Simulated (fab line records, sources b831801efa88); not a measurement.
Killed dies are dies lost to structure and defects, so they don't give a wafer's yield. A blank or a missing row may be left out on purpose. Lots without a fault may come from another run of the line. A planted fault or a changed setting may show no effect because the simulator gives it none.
fab line records | flow sky130
record lots=11 wafers=30 last_day=50
route steps=708 shown VT_ADJUST_LVTN@118 POLY_GATE@230 CONTACT@421 PASSIVATION@683
lots that met no fault: from a run of the same line without faults
start_h: hours from the record's first day to the start of the lot's first wafer shown | wait_h: hours since the lot's step before | " the same as in the row above | L1.1+2: a row that stands for several wafers | - no value, or no start given | * or withheld: withheld | < > ~ a bound
route shown NAME@n: a module of which the file shows steps, and the number in the route of the first | usual: mean/standard deviation of fault-free wafers | same: alike in all rows | chamber/n: place in a boat | sites: the reading at each site | _std_site: their standard deviation | _edge_site: outer sites' mean less inner sites' | radius_mm: how far each site lies from the wafer's centre | mask NAME#n: copy n | behind: the tool/chamber that last shaped the wafer | hold: why the lot was held/for how many hours/how that ended | device: the transistor (n, p or np) that didn't switch | end of line: the same wafers' tests at the end of the route | a step without rows: its recipe alone | killed: dies lost to structure and defects at the first sort, not the wafer's yield | map: a wafer's dies, x killed, . not, _ none there
set.NAME: the setting as run; set.NAME@STEP: as run at that earlier step | model.NAME: the simulator's own value behind a step, which no gauge read
steps of the route over a sample of lots; a table a step, a row a wafer
services: from which hour (start_h, from the record's first day; less than 0 if before it) a tool's chamber was out of use, for how many hours, and why
## steps
# step SKY_VT_ADJUST_LVTN_TW_MEAS_21
# usual VT_ADJUST_LVTN_2_TW=188.0/1.3
# columns lot.wafer tool chamber start_h wait_h VT_ADJUST_LVTN_2_TW
L215.1 film_metro-02 - 157.39 0.1 187.3
L215.2 " - " " 187.8
L215.3 " - " " 188.2
L216.1 film_metro-02 - 170.64 0.1 186.9
L216.2 " - " " 186.3
L216.5 " - " " 187.4
L217.2 film_metro-03 - 178.75 0.1 189.3
L217.4 " - " " 190.4
L217.5 " - " " 188.8
L222.4 film_metro-02 - 221.99 0.1 188.7
L222.5 " - " " 188.7
L224.3 film_metro-02 - 227.06 0.1 187.3
L224.5 " - " " 187.5
L225.4 film_metro-04 - 228.62 0.1 186.6
L225.5 " - " " 186.0
L229.1 film_metro-04 - 261.39 0.1 185.4
L229.4 " - " " 184.6
L229.6 " - " " 186.0
L231.3 film_metro-03 - 272.51 0.1 189.1
L231.4 " - " " 190.0
L231.6 " - " " 189.6
L232.2 film_metro-03 - 278.35 0.1 187.6
L232.4 " - " " 188.5
L232.6 " - " " 187.8
L236.2 film_metro-03 - 314.50 0.1 189.3
L236.4 " - " " 188.9
L236.5 " - " " 190.2
L238.2 film_metro-02 - 323.30 0.1 187.6
L238.3 " - " " 189.1
L238.4 " - " " 188.4
# step SKY_POLY_GATE_ETCH_16
# recipe stop_on=poly-Si chemistry=CH3F/O2 target=Si3N4 source_w=400 bias_w=80 pressure_mtorr=25 ch3f_flow_sccm=40 O2_flow_sccm=30 time_s=147.5 target_depth_a=750
# usual drypump_motor_current_A=5.8/0.47 oes_product_au=0.639/0.0052 throttle_valve_pct=10.534/0.0089
# columns lot.wafer tool chamber start_h wait_h drypump_motor_current_A oes_product_au rf_hours_counter_h throttle_valve_pct
L215.1 rie_diel-04 2 368.89 0.0 5.7 0.640 69 10.540
L215.2 " 3 " " 5.3 0.648 8 10.537
L215.3 " 1 " " 5.9 0.647 70 10.535
L216.1 rie_diel-03 0 388.09 0.0 6.2 0.644 2 10.531
L216.2 " 1 " " 6.5 0.636 3 10.535
L216.5 " 0 " " 6.2 0.629 - 10.515
L217.2 rie_diel-03 1 395.49 0.0 6.6 0.635 3 10.531
L217.4 " 0 " " 6.2 0.636 - 10.552
L217.5 " 1 " " 6.6 0.642 - 10.525
L222.4 rie_diel-01 2 454.01 0.0 5.5 0.642 92 10.539
L222.5 " 1 " " 5.8 0.633 - 10.546
L225.4 rie_diel-03 3 458.09 0.0 5.2 0.652 1 10.527
L225.5 " 2 " " 6.3 0.643 - 10.537
L224.3 rie_diel-01 3 459.46 0.0 5.5 0.643 40 10.540
L224.5 " 3 " " 5.5 0.640 - 10.528
L229.1 rie_diel-01 3 501.94 0.0 5.5 0.626 40 10.537
L229.4 " 3 " " 5.5 0.630 - 10.539
L229.6 " 0 " " 5.2 0.641 - 10.540
L231.3 rie_diel-03 0 512.99 0.0 6.1 0.633 5 10.541
L231.4 " 2 " " 6.3 0.634 32 10.535
L231.6 " 0 " " 6.1 0.642 - 10.539
L232.2 rie_diel-03 2 523.21 0.0 6.3 0.638 32 10.523
L232.4 " 3 " " 5.2 0.639 2 10.538
L232.6 " 3 " " 5.2 0.637 - 10.524
L236.2 rie_diel-01 2 563.29 0.0 5.5 0.634 1 10.536
L236.4 " 0 " " 5.2 0.633 - 10.550
L236.5 " 2 " " 5.5 0.650 - 10.527
L238.2 rie_diel-04 0 571.24 0.0 6.3 0.632 10 10.540
L238.3 " 1 " " 5.9 0.637 73 10.535
L238.4 " 2 " " 5.7 0.634 73 10.518
# step SKY_CONTACT_OVL_MEAS_15
# usual CONTACT_OVL=2/5.8
# columns lot.wafer tool chamber start_h wait_h CONTACT_OVL[nm]
L215.1 overlay-02 - 733.32 0.1 4
L215.2 " - " " 0
L215.3 " - " " 15
L216.1 overlay-01 - 754.32 0.1 0
L216.2 " - " " -4
L216.5 " - " " -1
L217.2 overlay-01 - 760.70 0.1 -2
L217.4 " - " " 2
L217.5 " - " " -7
L222.4 overlay-01 - 812.04 0.1 11
L222.5 " - " " 2
L225.4 overlay-01 - 814.41 0.1 1
L225.5 " - " " 5
L224.3 overlay-01 - 815.79 0.1 -2
L224.5 " - " " 4
L229.1 overlay-01 - 850.62 0.1 7
L229.4 " - " " 9
L229.6 " - " " 4
L231.3 overlay-02 - 861.85 0.1 -4
L231.4 " - " " -3
L231.6 " - " " -3
L232.2 overlay-01 - 872.53 0.1 3
L232.4 " - " " 5
L232.6 " - " " 1
L236.2 overlay-02 - 904.98 0.1 0
L236.4 " - " " 5
L236.5 " - " " -6
L238.2 overlay-02 - 910.38 0.1 -3
L238.3 " - " " -2
L238.4 " - " " -2
# step SKY_PASSIVATION_CVD_02
# recipe material=Si3N4 target_thk_nm=540 temp_c=400 time_s=withheld rf_w=450
# usual heater_power_w=695/78
# columns lot.wafer tool chamber start_h wait_h heater_power_w
L215.1 pecvd-03 0 1030.50 0.1 820
L215.2 " 2 " " 626
L215.3 " 1 " " 515
L216.1 pecvd-03 0 1048.10 0.1 764
L216.2 " 2 " " 709
L216.5 " 1 " " 553
L217.2 pecvd-02 0 1052.91 0.0 725
L217.4 " 1 " " 609
L217.5 " 2 " " 845
L222.4 pecvd-02 2 1094.12 0.1 783
L222.5 " 1 " " 623
L225.4 pecvd-02 2 1096.72 0.1 884
L225.5 " 0 " " 593
L224.3 pecvd-02 2 1097.71 0.0 862
L224.5 " 1 " " 763
L229.1 pecvd-03 1 1123.05 0.1 576
L229.4 " 0 " " 674
L229.6 " 0 " " 713
L231.3 pecvd-04 0 1133.35 0.0 675
L231.4 " 1 " " 664
L231.6 " 0 " " 568
L232.2 pecvd-03 2 1140.75 0.0 658
L232.4 " 0 " " 680
L232.6 " 2 " " 702
L236.2 pecvd-04 2 1168.09 0.0 738
L236.4 " 2 " " 747
L236.5 " 2 " " 589
L238.2 pecvd-04 0 1169.33 0.0 633
L238.3 " 2 " " 646
L238.4 " 2 " " 668
# step SKY_PASSIVATION_THK_MEAS_03
# recipe reads=Si3N4_of_PASSIVATION_CVD_02
# usual PASSIVATION_CVD_02_THK=540/6.9
# columns lot.wafer tool chamber start_h wait_h PASSIVATION_CVD_02_THK[nm]
L215.1 film_metro-02 - 1030.72 - 535
L215.2 " - " " 529
L215.3 " - " " 532
L216.1 film_metro-02 - 1048.32 - 534
L216.2 " - " " 524
L216.5 " - " " 541
L217.2 film_metro-03 - 1053.15 - 544
L217.4 " - " " 549
L217.5 " - " " 548
L222.4 film_metro-03 - 1094.26 - 547
L222.5 " - " " 726
L225.4 film_metro-03 - 1096.86 - 545
L225.5 " - " " 721
L224.3 film_metro-02 - 1097.95 - 701
L224.5 " - " " 717
L229.1 film_metro-01 - 1123.39 - 535
L229.4 " - " " 548
L229.6 " - " " 542
L231.3 film_metro-03 - 1133.60 - 544
L231.4 " - " " 545
L231.6 " - " " 551
L232.2 film_metro-01 - 1140.98 - 528
L232.4 " - " " 543
L232.6 " - " " 534
L236.2 film_metro-01 - 1168.44 - 537
L236.4 " - " " 545
L236.5 " - " " 538
L238.2 film_metro-01 - 1169.56 - 544
L238.3 " - " " 546
L238.4 " - " " 549
## services
# columns tool chamber start_h hours kind
rie_diel-03 3 435.47 11.3 repair
pecvd-03 - 456.11 0.6 repair
rie_diel-03 - 472.86 0.3 repair
pecvd-03 - 479.74 2.8 pm
pecvd-03 2 509.05 19.0 repair
pecvd-03 0 511.84 5.4 repair
rie_diel-03 2 555.01 3.4 repair
rie_diel-03 2 558.47 3.2 repair
rie_diel-03 0 588.20 4.4 repair
rie_diel-03 2 613.23 5.8 repair
rie_diel-03 2 651.07 12.0 repair
rie_diel-03 - 749.70 0.8 repair
rie_diel-03 - 796.76 0.3 repair
rie_diel-03 1 818.20 15.2 repair
rie_diel-03 1 855.68 4.3 repair
rie_diel-03 3 871.34 9.9 repair
rie_diel-03 1 930.80 9.1 repair
rie_diel-03 - 942.21 0.3 repair
rie_diel-03 - 945.25 1.2 repair
rie_diel-03 2 953.20 3.7 repair
rie_diel-03 2 964.85 22.9 repair
rie_diel-03 0 973.20 2.9 repair
rie_diel-03 1 974.58 2.7 repair
rie_diel-03 1 1062.70 1.7 repair
## key
first_sign step=SKY_PASSIVATION_THK_MEAS_03 reading=PASSIVATION_CVD_02_THK direction=up sigmas=25 usual=540 struck=716
effect none on later readings
met_at SKY_PASSIVATION_CVD_02
struck_lots L222,L224,L225
struck_wafers L222.5,L224.3,L224.5,L225.5
not_acting_at SKY_VT_ADJUST_LVTN_TW_MEAS_21,SKY_POLY_GATE_ETCH_16,SKY_CONTACT_OVL_MEAS_15
onset_between 1052.91 1094.12
fault kind=process_parameter_drift tool=pecvd-02 chamber=- onset_h=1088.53 steps=SKY_PASSIVATION_CVD_02 channel=target_thk_nm offset=170.03 shape=step end_h=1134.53 scope=struck_wafers_only acts_in=these_recipes_only stated=540
